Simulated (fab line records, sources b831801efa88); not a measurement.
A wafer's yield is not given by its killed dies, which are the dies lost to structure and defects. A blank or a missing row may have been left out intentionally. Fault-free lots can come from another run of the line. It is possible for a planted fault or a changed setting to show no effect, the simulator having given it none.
A struck lot beside a sound one :: flow gf180mcu :: 43 out of 602 route steps
Sound: these wafers, L645.3, L645.4, L645.5. Wafers L657.1, L657.2, L657.6 were the ones struck. The cause is given at the end.
At each step with rows: each side's tool, then ch and its chambers, then its first start. Under that, the readings that differ: sound wafers :: struck wafers :: difference of the means :: sigmas: that difference in standard deviations of wafers without a fault.
alike: same words and numbers on both sides, and readings whose means sit less than 2 such deviations apart. not compared: any withheld reading, any reading some wafer has no value for, any bound like >300 that may hide the same value, and any number with overlapping values for which the record gives no deviation.
The two part at a step that has a row with sigmas, a row that says differs or no value, or rows on one side only. When numbers do not overlap yet have no deviation, they are printed without sigmas and do not part them. A reading that every wafer of one side lacks parts them only if that side has two wafers or more.

first, 1 step without rows for these wafers: GF_MVPSD_IMPLANT_09.
GF_MVPSD_STRIP_10: strips in O2/N2.
  sound on plasmaAsher-03 ch 0,1, day 5 18:01; struck on plasmaAsher-01 ch 0,1, day 8 18:01
  alike: drypumpMotorCurrentA, heaterPowerW, oesProductAu, stripTimeToEndpointS
  not compared: rfHoursCounterH
GF_MVPSD_TW_MEAS_11:
  sound: filmMetro-01 at day 5 18:05; struck: filmMetro-01 at day 8 18:07
  alike: MVPSD_TW
then, 7 steps without rows for these wafers: GF_VT_IMPLANT_DEHYDRATE_00 (time 60 s); GF_VT_IMPLANT_HMDS_01 (prime time 60 s); GF_VT_IMPLANT_COAT_02 (resist thk 1000 nm); GF_VT_IMPLANT_SOFTBAKE_03 (time 60 s); GF_VT_IMPLANT_EXPOSE_04 (exposes mask LVPWELL LV AREA, target cd 600 nm); GF_VT_IMPLANT_PEB_05; GF_VT_IMPLANT_DEVELOP_06 (develop time 60 s).
GF_VT_IMPLANT_OVL_MEAS_07:
  sound: overlay-02 at day 6 08:55; struck: overlay-02 at day 9 11:09
  alike: VT_IMPLANT_OVL
next, for these wafers, 1 step has no rows: GF_VT_IMPLANT_IMPLANT_08.
GF_VT_IMPLANT_STRIP_09: strips in O2/N2.
  sound on plasmaAsher-03 ch 0,1, day 6 09:07; struck on plasmaAsher-03 ch 0,1, day 9 11:20
  alike: drypumpMotorCurrentA, heaterPowerW, oesProductAu, stripTimeToEndpointS
  not compared: rfHoursCounterH
GF_VT_IMPLANT_TW_MEAS_10:
  sound: filmMetro-02 at day 6 09:12; struck: filmMetro-01 at day 9 11:26
reading: VT_IMPLANT_TW
sound: 554 553 557
struck: 565 565 563
difference: +10
sigmas: +3
then, 7 steps without rows for these wafers: GF_VT_IMPLANT_DEHYDRATE_11 (time 60 s); GF_VT_IMPLANT_HMDS_12 (prime time 60 s); GF_VT_IMPLANT_COAT_13 (resist thk 1000 nm); GF_VT_IMPLANT_SOFTBAKE_14 (time 60 s); GF_VT_IMPLANT_EXPOSE_15 (exposes mask Nwell LV AREA, target cd 860 nm); GF_VT_IMPLANT_PEB_16; GF_VT_IMPLANT_DEVELOP_17 (develop time 60 s).
GF_VT_IMPLANT_OVL_MEAS_18:
  sound: overlay-02 at day 7 00:49; struck: overlay-01 at day 10 05:14
  alike: VT_IMPLANT_01_OVL
next, for these wafers, 1 step has no rows: GF_VT_IMPLANT_IMPLANT_19.
GF_VT_IMPLANT_STRIP_20: strips in O2/N2.
  sound on plasmaAsher-03 ch 0,1, day 7 01:02; struck on plasmaAsher-04 ch 0,1, day 10 05:26
  alike: drypumpMotorCurrentA, heaterPowerW, oesProductAu, stripTimeToEndpointS
  not compared: rfHoursCounterH
GF_VT_IMPLANT_TW_MEAS_21:
  sound: filmMetro-03 at day 7 01:07; struck: filmMetro-03 at day 10 05:32
  alike: VT_IMPLANT_2_TW
then, 7 steps without rows for these wafers: GF_VT_IMPLANT_DEHYDRATE_22 (time 60 s); GF_VT_IMPLANT_HMDS_23 (prime time 60 s); GF_VT_IMPLANT_COAT_24 (resist thk 1000 nm); GF_VT_IMPLANT_SOFTBAKE_25 (time 60 s); GF_VT_IMPLANT_EXPOSE_26 (exposes mask LVPWELL HV AREA, target cd 860 nm); GF_VT_IMPLANT_PEB_27; GF_VT_IMPLANT_DEVELOP_28 (develop time 60 s).
GF_VT_IMPLANT_OVL_MEAS_29:
  sound: overlay-01 at day 7 16:22; struck: overlay-02 at day 11 00:42
  alike: VT_IMPLANT_02_OVL
next, for these wafers, 1 step has no rows: GF_VT_IMPLANT_IMPLANT_30.
GF_VT_IMPLANT_STRIP_31: strips in O2/N2.
  sound on plasmaAsher-03 ch 0,1, day 7 16:34; struck on plasmaAsher-04 ch 0,1, day 11 00:53
reading: oesProductAu (a.u.)
sound: 0.724 0.723 0.722
struck: 0.717 0.707 0.714
difference: -0.010
sigmas: -2
  alike: drypumpMotorCurrentA, heaterPowerW, stripTimeToEndpointS
  not compared: rfHoursCounterH
GF_VT_IMPLANT_TW_MEAS_32:
  sound: filmMetro-01 at day 7 16:40; struck: filmMetro-02 at day 11 00:59
  alike: VT_IMPLANT_3_TW
then, 6 steps without rows for these wafers: GF_VT_IMPLANT_DEHYDRATE_33 (time 60 s); GF_VT_IMPLANT_HMDS_34 (prime time 60 s); GF_VT_IMPLANT_COAT_35 (resist thk 1000 nm); GF_VT_IMPLANT_SOFTBAKE_36 (time 60 s); GF_VT_IMPLANT_EXPOSE_37 (exposes mask Nwell HV AREA, target cd 860 nm); GF_VT_IMPLANT_PEB_38.
-- a jump in the record: the struck wafers' starts before and after are 22 days apart (it breaks off in module VT_IMPLANT and resumes in module PASSIVATION, where the first step shown is number 602 of the route) --
GF_PASSIVATION_PROBE_99:
  rows exist in the record for the struck wafers here (prober-02, day 33 06:57), but not for the sound ones

## WHERE THEY PART
Last at GF_PASSIVATION_PROBE_99 as far as this record goes, first at GF_VT_IMPLANT_TW_MEAS_10.

WHY: what had been put in by the simulator
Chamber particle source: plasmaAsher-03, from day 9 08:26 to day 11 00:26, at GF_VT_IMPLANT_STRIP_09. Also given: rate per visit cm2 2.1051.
